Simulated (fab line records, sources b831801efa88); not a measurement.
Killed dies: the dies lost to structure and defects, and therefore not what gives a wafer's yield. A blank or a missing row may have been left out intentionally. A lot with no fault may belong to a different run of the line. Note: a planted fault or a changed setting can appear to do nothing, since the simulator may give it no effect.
fab line records + flow gf180mcu
[record]
- lots = 5
- wafers = 15
- last-day = 34
route steps=602 shown V4@485
lots with no fault: from the same line, run without faults
start-h: hours from the record's opening day to when the first of the lot's shown wafers began + wait-h: hours since the lot's step before + " the same as in the row above + L1.1+2: one row covering several wafers at once + - no value, or no start given + * or withheld: withheld + < > ~ a bound
route shown NAME@n: NAME is a module with steps in the file, n the number in the route of the first one + usual: the fault-free wafers' mean and standard deviation + same: alike in all rows + chamber/n: place in a boat + sites: the reading at each site + _std_site: their standard deviation + _edge_site: mean of outer sites minus mean of inner sites + radius-mm: how far each site lies from the wafer's centre + mask NAME#n: copy n + behind: the most recent tool/chamber to have shaped the wafer + hold: what put the lot on hold/how long, in hours/how the hold closed + device: transistor that didn't switch, given as n, p or np + end of line: tests of these same wafers at the route's end + for a step that has no rows: nothing shown but its recipe + killed: not the wafer's yield, but the dies lost to structure and defects at the first sort + map: a wafer's dies, x killed, . not, _ none there
set.NAME: the run value of the setting; set.NAME@STEP: its run value at that earlier step + model.NAME: the simulator's own value behind a step, which no gauge read
lots at some steps of the route; a table a step, a row a wafer
services: from which hour (start-h, from the record's first day; less than 0 if before it) a tool's chamber was out of use, for how many hours, and why
[[steps]]
[step GF_V4_COAT_09]
[recipe]
- resist = KrF
- spin-rpm = withheld
- resist-thk-nm = 1000
[step GF_V4_SOFTBAKE_10]
[recipe]
- temp-c = 130
- time-s = 60
- resist = KrF
[step GF_V4_EXPOSE_11]
[recipe]
- mask-id = Via4
- target-cd-nm = 260
- na = 0.68
- source-shape = conventional
- sigma-outer = 0.6
- dose-mj = 38
[step GF_V4_PEB_12]
[recipe]
- peb-temp-c = 135
- peb-time-s = 90
- resist = KrF
[step GF_V4_DEVELOP_13]
[recipe]
- develop-time-s = 60
- resist = KrF
- dev-temp-c = 21
[step GF_V4_CD_MEAS_14]
[recipe]
- target-cd-nm = 260
[usual]
- cd-nm = 260.3/1.1
| lot.wafer | tool      | chamber | start-h | wait-h | cd-nm |
|-----------|-----------|---------|---------|--------|-------|
| L905.4    | cd-sem-01 | -       | 579.12  | 0.1    | 259.3 |
| L905.5    | "         | -       | "       | "      | 261.0 |
| L905.6    | "         | -       | "       | "      | 260.4 |
| L915.4    | cd-sem-01 | -       | 661.72  | 0.1    | 259.8 |
| L915.5    | "         | -       | "       | "      | 258.7 |
| L915.6    | "         | -       | "       | "      | 259.5 |
| L922.1    | cd-sem-01 | -       | 706.36  | 0.1    | 259.6 |
| L922.3    | "         | -       | "       | "      | 259.4 |
| L922.5    | "         | -       | "       | "      | 259.4 |
| L924.2    | cd-sem-02 | -       | 716.93  | 0.1    | 261.0 |
| L924.3    | "         | -       | "       | "      | 261.6 |
| L924.5    | "         | -       | "       | "      | 260.6 |
| L925.2    | cd-sem-01 | -       | 721.38  | 0.1    | 260.7 |
| L925.4    | "         | -       | "       | "      | 261.1 |
| L925.6    | "         | -       | "       | "      | 261.3 |
[step GF_V4_OVL_MEAS_15]
[usual]
- V4_OVL = 1/4.2
| lot.wafer | tool       | chamber | start-h | wait-h | V4_OVL[nm] |
|-----------|------------|---------|---------|--------|------------|
| L905.4    | overlay-02 | -       | 579.19  | 0.1    | 2          |
| L905.5    | "          | -       | "       | "      | 1          |
| L905.6    | "          | -       | "       | "      | -3         |
| L915.4    | overlay-01 | -       | 661.80  | 0.1    | 0          |
| L915.5    | "          | -       | "       | "      | 8          |
| L915.6    | "          | -       | "       | "      | 0          |
| L922.1    | overlay-01 | -       | 706.48  | 0.1    | 1          |
| L922.3    | "          | -       | "       | "      | -1         |
| L922.5    | "          | -       | "       | "      | -7         |
| L924.2    | overlay-02 | -       | 717.03  | 0.1    | 4          |
| L924.3    | "          | -       | "       | "      | -2         |
| L924.5    | "          | -       | "       | "      | 0          |
| L925.2    | overlay-01 | -       | 721.48  | 0.1    | -1         |
| L925.4    | "          | -       | "       | "      | -7         |
| L925.6    | "          | -       | "       | "      | -2         |
[step GF_V4_ETCH_16]
[recipe]
- chemistry = N2/H2
- target-depth-a = withheld
- overetch-a = withheld
- time-s = withheld
- target = BARC
- ion-energy-ev = 200
- source-w = 500
- bias-w = 100
- pressure-mtorr = 30
- n2-flow-sccm = 100
- h2-flow-sccm = 200
[usual]
- bias-w = 100.00/0.26
- drypump-motor-current-A = 5.69/0.28
- n2-flow-sccm = 99.99/0.3
- oes-product-au = 0.854/0.0047
- throttle-valve-pct = 13.224/0.0093
| lot.wafer | tool        | chamber | start-h | wait-h | bias-w | drypump-motor-current-A | n2-flow-sccm | oes-product-au | throttle-valve-pct |
|-----------|-------------|---------|---------|--------|--------|-------------------------|--------------|----------------|--------------------|
| L905.4    | rie-diel-01 | 3       | 579.23  | 0.0    | 100.06 | 5.92                    | 100.60       | 0.853          | 13.209             |
| L905.5    | "           | 1       | "       | "      | 99.94  | 5.78                    | 99.82        | 0.861          | 13.243             |
| L905.6    | "           | 2       | "       | "      | 99.69  | 5.59                    | 99.62        | 0.853          | 13.224             |
| L915.4    | rie-diel-01 | 3       | 661.84  | 0.0    | 99.79  | 5.93                    | 99.94        | 0.860          | 13.229             |
| L915.5    | "           | 1       | "       | "      | 99.70  | 5.76                    | 100.33       | 0.856          | 13.224             |
| L915.6    | "           | 0       | "       | "      | 100.21 | 5.42                    | 99.90        | 0.853          | 13.220             |
| L922.1    | rie-diel-01 | 2       | 706.51  | 0.0    | 100.34 | 5.59                    | 100.15       | 0.855          | 13.212             |
| L922.3    | "           | 3       | "       | "      | 100.08 | 5.94                    | 99.98        | 0.850          | 13.220             |
| L922.5    | "           | 2       | "       | "      | 99.83  | 5.59                    | 100.10       | 0.854          | 13.238             |
| L924.2    | rie-diel-03 | 1       | 717.06  | 0.0    | 100.31 | 6.10                    | 99.78        | 0.862          | 13.228             |
| L924.3    | "           | 3       | "       | "      | 99.94  | 5.05                    | 99.83        | 0.855          | 13.228             |
| L924.5    | "           | 3       | "       | "      | 100.16 | 5.02                    | 100.15       | 0.857          | 13.232             |
| L925.2    | rie-diel-01 | 0       | 721.51  | 0.0    | 100.26 | 5.44                    | 100.11       | 0.856          | 13.224             |
| L925.4    | "           | 2       | "       | "      | 100.10 | 5.61                    | 99.82        | 0.858          | 13.216             |
| L925.6    | "           | 1       | "       | "      | 100.10 | 5.77                    | 100.50       | 0.861          | 13.223             |
[step GF_V4_ETCH_17]
[recipe]
- chemistry = C4F8/O2/Ar
- mask-material = KrF
- target = SiO2
- stop-on = TiN
- source-w = 1500
- bias-w = 1200
- pressure-mtorr = 40
- c4f8-flow-sccm = withheld
- O2_flow_sccm = 6
- Ar_flow_sccm = 300
- time-s = withheld
- target-depth-a = 6300
[usual]
- bias-w = 1200/3.6
- oes-product-au = 0.856/0.0045
| lot.wafer | tool        | chamber | start-h | wait-h | bias-w | oes-product-au |
|-----------|-------------|---------|---------|--------|--------|----------------|
| L905.4    | rie-diel-01 | 3       | -       | -      | 1206   | 0.848          |
| L905.5    | "           | 1       | "       | "      | 1198   | 0.847          |
| L905.6    | "           | 2       | "       | "      | 1199   | 0.851          |
| L915.4    | rie-diel-01 | 3       | -       | -      | 1200   | 0.857          |
| L915.5    | "           | 1       | "       | "      | 1203   | 0.860          |
| L915.6    | "           | 0       | "       | "      | 1202   | 0.853          |
| L922.1    | rie-diel-01 | 2       | -       | -      | 1196   | 0.859          |
| L922.3    | "           | 3       | "       | "      | 1203   | 0.850          |
| L922.5    | "           | 2       | "       | "      | 1196   | 0.856          |
| L924.2    | rie-diel-03 | 1       | -       | -      | 1192   | 0.852          |
| L924.3    | "           | 3       | "       | "      | 1202   | 0.855          |
| L924.5    | "           | 3       | "       | "      | 1201   | 0.853          |
| L925.2    | rie-diel-01 | 0       | -       | -      | 1207   | 0.850          |
| L925.4    | "           | 2       | "       | "      | 1201   | 0.855          |
| L925.6    | "           | 1       | "       | "      | 1201   | 0.855          |
[step GF_V4_STRIP_18]
[recipe]
- chemistry = O2/N2
- power-w = 1400
- pressure-mtorr = 1500
- platen-temp-c = 250
- o2-flow-sccm = 3000
- n2-flow-sccm = 300
- overash-fraction = 0.5
[usual]
- drypump-motor-current-A = 5.68/0.28
- heater-power-w = 351/29
- n2-flow-sccm = 299.9/0.92
- oes-product-au = 0.592/0.0048
| lot.wafer | tool            | chamber | start-h | wait-h | drypump-motor-current-A | heater-power-w | n2-flow-sccm | oes-product-au | rf-hours-counter-h |
|-----------|-----------------|---------|---------|--------|-------------------------|----------------|--------------|----------------|--------------------|
| L905.4    | plasma-asher-01 | 1       | 579.37  | -      | 5.68                    | 363            | 301.0        | 0.589          | -                  |
| L905.5    | "               | 0       | "       | "      | 5.98                    | 313            | 299.6        | 0.593          | -                  |
| L905.6    | "               | 1       | "       | "      | 5.64                    | 369            | 299.8        | 0.600          | -                  |
| L915.4    | plasma-asher-04 | 0       | 661.98  | -      | 5.95                    | 394            | 299.5        | 0.595          | -                  |
| L915.5    | "               | 1       | "       | "      | 5.24                    | 360            | 300.6        | 0.588          | -                  |
| L915.6    | "               | 0       | "       | "      | 6.00                    | 398            | 298.3        | 0.589          | -                  |
| L922.1    | plasma-asher-01 | 0       | 706.64  | -      | 5.95                    | 312            | 299.6        | 0.603          | 112                |
| L922.3    | "               | 1       | "       | "      | 5.65                    | 368            | 300.1        | 0.597          | -                  |
| L922.5    | "               | 0       | "       | "      | 5.94                    | 306            | 300.5        | 0.600          | -                  |
| L924.2    | plasma-asher-04 | 0       | 717.19  | -      | 5.98                    | 413            | 299.6        | 0.595          | 30                 |
| L924.3    | "               | 0       | "       | "      | 5.96                    | 395            | 299.6        | 0.587          | -                  |
| L924.5    | "               | 1       | "       | "      | 5.25                    | 364            | 298.1        | 0.588          | -                  |
| L925.2    | plasma-asher-03 | 0       | 721.64  | -      | 5.74                    | 326            | 300.4        | 0.588          | 89                 |
| L925.4    | "               | 1       | "       | "      | 5.36                    | 337            | 301.1        | 0.594          | -                  |
| L925.6    | "               | 0       | "       | "      | 5.74                    | 341            | 299.5        | 0.595          | -                  |
[step GF_V4_STRIP_19]
[recipe]
- chemistry = post-etch-residue-remover
- time-s = 1200
- temp-c = 72.5
[step GF_V4_CLEAN_20]
[recipe]
- chemistry = DIW
- dry = n2-spin
[step GF_V4_SPUTTER_21]
[recipe]
- material = Ti
- target-thk-nm = 15
- chamber-pressure-pa = 5
- power-w = 2500
- substrate-temp-c = 200
- time-s = 80.02
[usual]
- throttle-valve-pct = 29.8/1.1
| lot.wafer | tool           | chamber | start-h | wait-h | throttle-valve-pct | model.Ti_of_V4_SPUTTER_21.thk-nm |
|-----------|----------------|---------|---------|--------|--------------------|----------------------------------|
| L905.4    | pvd-sputter-03 | -       | 579.87  | 0.0    | 30.2               | 15.05                            |
| L905.5    | "              | -       | "       | "      | 29.8               | 15.06                            |
| L905.6    | "              | -       | "       | "      | 30.4               | 15.13                            |
| L915.4    | pvd-sputter-04 | -       | 662.49  | 0.0    | 30.6               | 15.93                            |
| L915.5    | "              | -       | "       | "      | 30.5               | 15.16                            |
| L915.6    | "              | -       | "       | "      | 30.6               | 15.03                            |
| L922.1    | pvd-sputter-03 | -       | 707.35  | 0.0    | 29.8               | 14.94                            |
| L922.3    | "              | -       | "       | "      | 27.7               | 15                               |
| L922.5    | "              | -       | "       | "      | 30.4               | 14.98                            |
| L924.2    | pvd-sputter-04 | -       | 717.73  | 0.0    | 30.6               | 15.44                            |
| L924.3    | "              | -       | "       | "      | 28.4               | 15.16                            |
| L924.5    | "              | -       | "       | "      | 30.3               | 15.22                            |
| L925.2    | pvd-sputter-04 | -       | 722.18  | 0.0    | 29.7               | 15.07                            |
| L925.4    | "              | -       | "       | "      | 30.5               | 14.94                            |
| L925.6    | "              | -       | "       | "      | 30.6               | 15.15                            |
[step GF_V4_SPUTTER_22]
[recipe]
- material = TiN
- target-thk-nm = 10
- chamber-pressure-pa = 5
- power-w = 4000
- time-s = 40
[usual]
- throttle-valve-pct = 29.8/1.1
| lot.wafer | tool           | chamber | start-h | wait-h | throttle-valve-pct |
|-----------|----------------|---------|---------|--------|--------------------|
| L905.4    | pvd-sputter-03 | -       | 579.93  | 0.0    | 30.4               |
| L905.5    | "              | -       | "       | "      | 30.1               |
| L905.6    | "              | -       | "       | "      | 30.4               |
| L915.4    | pvd-sputter-04 | -       | 662.55  | 0.0    | 30.4               |
| L915.5    | "              | -       | "       | "      | 30.7               |
| L915.6    | "              | -       | "       | "      | 30.6               |
| L922.1    | pvd-sputter-03 | -       | 707.41  | 0.0    | 29.9               |
| L922.3    | "              | -       | "       | "      | 27.6               |
| L922.5    | "              | -       | "       | "      | 30.5               |
| L924.2    | pvd-sputter-04 | -       | 717.79  | 0.0    | 30.4               |
| L924.3    | "              | -       | "       | "      | 28.1               |
| L924.5    | "              | -       | "       | "      | 30.7               |
| L925.2    | pvd-sputter-04 | -       | 722.24  | 0.0    | 29.7               |
| L925.4    | "              | -       | "       | "      | 30.8               |
| L925.6    | "              | -       | "       | "      | 30.8               |
[[services]]
| tool            | chamber | start-h | hours | kind                   |
|-----------------|---------|---------|-------|------------------------|
| plasma-asher-04 | -       | 564.69  | 3.8   | repair                 |
| rie-diel-03     | 2       | 571.31  | 25.2  | repair                 |
| rie-diel-01     | 0       | 572.73  | 14.5  | repair                 |
| pvd-sputter-04  | 3       | 593.17  | -     | consumable-replace:kit |
| pvd-sputter-04  | 3       | 593.17  | 18.0  | scheduled-down         |
| pvd-sputter-04  | 3       | 593.17  | 18.0  | vent-cycle             |
| rie-diel-03     | 2       | 596.52  | -     | clean                  |
| rie-diel-03     | 2       | 596.52  | 12.6  | scheduled-down         |
| rie-diel-03     | 2       | 596.52  | 12.6  | vent-cycle             |
| rie-diel-03     | -       | 597.31  | 14.6  | pm                     |
| pvd-sputter-03  | 2       | 611.08  | -     | consumable-replace:kit |
| pvd-sputter-03  | 2       | 611.08  | 18.0  | scheduled-down         |
| pvd-sputter-03  | 2       | 611.08  | 18.0  | vent-cycle             |
| pvd-sputter-03  | -       | 617.47  | 6.1   | repair                 |
| rie-diel-01     | 1       | 651.95  | 5.6   | repair                 |
| rie-diel-01     | 2       | 653.79  | 10.1  | repair                 |
| rie-diel-01     | 3       | 673.86  | 14.1  | repair                 |
| plasma-asher-04 | -       | 678.03  | 2.8   | pm                     |
| rie-diel-01     | 0       | 678.37  | 6.3   | repair                 |
| rie-diel-01     | 1       | 680.66  | 5.2   | repair                 |
| rie-diel-01     | 1       | 699.25  | -     | clean                  |
| rie-diel-01     | 1       | 699.25  | 19.1  | scheduled-down         |
| rie-diel-01     | 1       | 699.25  | 19.1  | vent-cycle             |
| rie-diel-01     | 0       | 704.21  | 1.5   | repair                 |
[[key]]
first-sign none at tools or gauges
[model-effect]
- step = GF_V4_SPUTTER_21
- value = Ti_of_V4_SPUTTER_21.thk-nm
- without = 15.23
- struck = 15.93
met-at GF_V4_SPUTTER_21
struck-wafers L915.4
[fault]
- kind = process-parameter-drift
- tool = pvd-sputter-04
- chamber = -
- onset-h = 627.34
- steps = GF_V4_SPUTTER_21
- channel = time-s
- offset = *
- shape = step
- end-h = 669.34
- scope = struck-wafers-only
- acts-in = *
- stated = *
